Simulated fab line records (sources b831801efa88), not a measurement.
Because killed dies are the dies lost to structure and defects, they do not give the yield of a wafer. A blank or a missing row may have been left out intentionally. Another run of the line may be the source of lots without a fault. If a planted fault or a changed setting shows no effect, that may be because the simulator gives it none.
A struck lot beside a sound one / flow gf180mcu / 43 out of 602 route steps
Sound: wafers L554.1, L554.2, L554.5. Struck: wafers L562.1, L562.2, L562.4. At the end, the cause is stated.
At each step with rows: each side's tool, then ch and its chambers, then its first start. Under that, the readings that differ: sound wafers / struck wafers / difference of the means / sigmas: that difference in standard deviations of wafers without a fault.
alike: words and numbers the same on both sides, and readings whose means are apart by under 2 such deviations; not compared: readings that were withheld, readings missing a value for some wafer, numbers with overlapping values and no deviation given by the record, and bounds like >300 which may hide the same value.
Wherever a step has rows on one side only, a row that says differs or no value, or a row with sigmas, the two part there. Numbers that don't overlap but have no deviation are shown without sigmas and don't part them. Lack of a reading on every wafer of one side parts them only where that side has two or more wafers.

first, 2 steps without rows for these wafers: GF_DNWELL_DEVELOP_06 (develop time 60 s); GF_DNWELL_IMPLANT_07.
GF_DNWELL_STRIP_08: strips in O2/N2.
  sound on plasmaAsher-03 ch 0,1, day 4 07:49; struck on plasmaAsher-01 ch 0,1, day 6 01:16
  alike: chamberPressureMTorr, drypumpMotorCurrentA, heaterPowerW, oesProductAu, stripTimeToEndpointS
  not compared: rfHoursCounterH
GF_DNWELL_TW_MEAS_09:
  sound: filmMetro-02 at day 4 07:56; struck: filmMetro-03 at day 6 01:22
  alike: DNWELL_TW
then, 7 steps without rows for these wafers: GF_NWELL_DEHYDRATE_00 (time 60 s); GF_NWELL_HMDS_01 (prime time 60 s); GF_NWELL_COAT_02 (resist thk 3000 nm); GF_NWELL_SOFTBAKE_03; GF_NWELL_EXPOSE_04 (exposes mask Nwell, target cd 860 nm); GF_NWELL_PEB_05; GF_NWELL_DEVELOP_06 (develop time 60 s).
GF_NWELL_OVL_MEAS_07:
  sound: overlay-01 at day 4 21:50; struck: overlay-01 at day 6 15:53
  alike: NWELL_OVL
GF_NWELL_IMPLANT_08:
  sound on implanter-04 ch 0, day 4 21:52; struck on implanter-01 ch 0, day 6 15:55
reading=doseIonsCm2; sound=1.5021e+13 1.4996e+13 1.4989e+13; struck=7.039e+12 7.029e+12 7.016e+12; difference=-7.974e+12; sigmas=-99 or more
reading=faradayCurrentUA; sound=84.1 86.5 83.1; struck=38.8 38.9 38.7; difference=-45.8; sigmas=-31
  alike: beamEnergyKeV
following that, these wafers have no rows for 1 step: GF_NWELL_IMPLANT_09.
GF_NWELL_STRIP_10: strips in O2/N2.
  sound on plasmaAsher-04 ch 0,1, day 4 22:10; struck on plasmaAsher-03 ch 0,1, day 6 16:13
  alike: chamberPressureMTorr, drypumpMotorCurrentA, heaterPowerW, oesProductAu, stripTimeToEndpointS
  not compared: rfHoursCounterH
GF_NWELL_TW_MEAS_11:
  sound: filmMetro-02 at day 4 22:16; struck: filmMetro-04 at day 6 16:33
reading=NWELL_TW; sound=1587 1587 1587; struck=1289 1290 1286; difference=-299; sigmas=-30
  not compared: hold
then, 6 steps without rows for these wafers: GF_LVPWELL_HMDS_01 (prime time 60 s); GF_LVPWELL_COAT_02 (resist thk 3000 nm); GF_LVPWELL_SOFTBAKE_03; GF_LVPWELL_EXPOSE_04 (exposes mask LVPWELL, target cd 600 nm); GF_LVPWELL_PEB_05; GF_LVPWELL_DEVELOP_06 (develop time 60 s).
GF_LVPWELL_OVL_MEAS_07:
  sound: overlay-01 at day 5 12:07; struck: overlay-02 at day 7 07:40
  alike: LVPWELL_OVL
then, 2 steps without rows for these wafers: GF_LVPWELL_IMPLANT_08; GF_LVPWELL_IMPLANT_09.
GF_LVPWELL_STRIP_10: strips in O2/N2.
  sound on plasmaAsher-02 ch 0,1, day 5 12:27; struck on plasmaAsher-04 ch 0,1, day 7 08:00
  alike: chamberPressureMTorr, drypumpMotorCurrentA, heaterPowerW, oesProductAu, stripTimeToEndpointS
  not compared: rfHoursCounterH
GF_LVPWELL_TW_MEAS_11:
  sound: filmMetro-04 at day 5 12:33; struck: filmMetro-02 at day 7 08:06
  alike: LVPWELL_TW
then, 7 steps without rows for these wafers: GF_MVSD_DEHYDRATE_00 (time 60 s); GF_MVSD_HMDS_01 (prime time 60 s); GF_MVSD_COAT_02 (resist thk 3000 nm); GF_MVSD_SOFTBAKE_03; GF_MVSD_EXPOSE_04 (exposes mask MVSD, target cd 1000 nm); GF_MVSD_PEB_05; GF_MVSD_DEVELOP_06 (develop time 61.22 s).
GF_MVSD_OVL_MEAS_07:
  sound: overlay-02 at day 6 02:22; struck: overlay-01 at day 8 00:05
  alike: MVSD_OVL
then, 2 steps without rows for these wafers: GF_MVSD_IMPLANT_08; GF_MVSD_IMPLANT_09.
GF_MVSD_STRIP_10: strips in O2/N2.
  sound on plasmaAsher-02 ch 0,1, day 6 02:43; struck on plasmaAsher-02 ch 0,1, day 8 00:25
  alike: chamberPressureMTorr, drypumpMotorCurrentA, heaterPowerW, oesProductAu, stripTimeToEndpointS
  not compared: rfHoursCounterH
GF_MVSD_TW_MEAS_11:
  sound: filmMetro-04 at day 6 02:49; struck: filmMetro-04 at day 8 00:31
  alike: MVSD_TW
then, 2 steps without rows for these wafers: GF_MVPSD_DEHYDRATE_00 (time 60 s); GF_MVPSD_HMDS_01 (prime time 60 s).
-- the record jumps here: 4 days lie between the struck wafers' starts before and after --
GF_VT_IMPLANT_RS_MEAS_47: a four-point-probe measurement.
  sound: filmMetro-01 at day 9 11:14; struck: filmMetro-04 at day 11 17:28
reading=NWELL_RS (ohm/sq); sound=489.4 489.4 489.8; struck=726.8 729.6 728.9; difference=+238.9; sigmas=+99 or more
  not compared: hold
GF_PASSIVATION_PROBE_99:
  sound wafers here have rows in the record (prober-01, day 31 02:13); struck ones have none

## WHERE THEY PART
At GF_NWELL_IMPLANT_08 first; at GF_PASSIVATION_PROBE_99 last (within this record only).

WHY: whatever the simulator had introduced
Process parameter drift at GF_NWELL_IMPLANT_08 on implanter-01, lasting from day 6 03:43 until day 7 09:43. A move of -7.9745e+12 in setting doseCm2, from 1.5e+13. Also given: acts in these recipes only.
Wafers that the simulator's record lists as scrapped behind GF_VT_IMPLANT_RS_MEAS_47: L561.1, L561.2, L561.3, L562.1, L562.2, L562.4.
